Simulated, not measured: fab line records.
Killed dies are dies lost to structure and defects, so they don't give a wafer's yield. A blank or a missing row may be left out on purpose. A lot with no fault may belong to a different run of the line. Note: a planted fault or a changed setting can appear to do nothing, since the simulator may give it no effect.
Which tool is to blame?	flow gf180mcu	7 lots with 21 wafers sampled at 4 steps, on a route of 602 steps

== WHAT EACH GAUGE READ, for each wafer ==
GF_PASSIVATION_THK_MEAS_01.
lot	measured	on	PASSIVATION_CVD_00_THK (nm)
L848	day 28 17:45	film_metro-04	995 1008 1010
L850	day 29 07:50	film_metro-01	991 1014 997
L853	day 30 07:13	film_metro-04	988 1005 1004
L856	day 31 02:19	film_metro-04	975 1007 984
L859	day 32 10:00	film_metro-03	995 971 1011
L867	day 33 17:35	film_metro-04	986 987 1002
L869	day 34 09:28	film_metro-04	987 984 1004

== WHAT TOOL EACH LOT RAN ON (gives the tool, then ch and the chambers of the sampled wafers, and finally the start) ==
lot	GF_POLY_GATE_OXIDATION_16	GF_MIM_SPUTTER_02	GF_V5_CVD_02
L848	furnace-01 ch 0, day 9 17:23	pvd_sputter-03, day 25 02:52	pecvd-03 ch 0,1, day 26 22:41
L850	furnace-02 ch 0, day 10 07:44	pvd_sputter-04, day 25 18:37	pecvd-04 ch 0,1,2, day 27 13:55
L853	furnace-01 ch 0, day 11 07:23	pvd_sputter-04, day 26 19:55	pecvd-03 ch 1,2, day 28 13:07
L856	furnace-01 ch 0, day 12 03:11	pvd_sputter-01, day 27 18:28	pecvd-04 ch 0,1, day 29 10:32
L859	furnace-01 ch 0, day 13 02:23	pvd_sputter-04, day 28 20:13	pecvd-01 ch 0,1,2, day 30 12:07
L867	furnace-01 ch 0, day 15 13:38	pvd_sputter-01, day 30 19:08	pecvd-03 ch 0,1, day 32 07:16
L869	furnace-02 ch 0, day 16 00:47	pvd_sputter-04, day 31 11:26	pecvd-01 ch 0,1, day 32 23:08
- GF_POLY_GATE_OXIDATION_16: stabilise 600 s, purge 300 s, target thk 4 nm.
- GF_MIM_SPUTTER_02: material AlCu, target thk 450 nm, time 23.9 s.
- GF_V5_CVD_02: deposits SiO2 from TEOS, target thk 1450 nm, time 163.28 s.

== THE ANSWER, worked out from the rows above alone ==
Rule: what is usual is taken from the lots themselves. Put in order of their means at a reading, lots are off if they are a third of the lots or fewer, leave a main group of 4 or more, and stand apart from it by a gap of 3 or more times the standard deviation of the main group's means; of several such gaps the widest counts. If all means in a main group match to the digits the tables above print for the reading, that group is not used. Also off: a lot with no number at a reading for which 4 or more lots have one. All remaining lots with rows at the step are treated as sound.
None of the lots is off at any reading shown; this tells nothing.

== WHAT THE SIMULATOR PUT IN ==
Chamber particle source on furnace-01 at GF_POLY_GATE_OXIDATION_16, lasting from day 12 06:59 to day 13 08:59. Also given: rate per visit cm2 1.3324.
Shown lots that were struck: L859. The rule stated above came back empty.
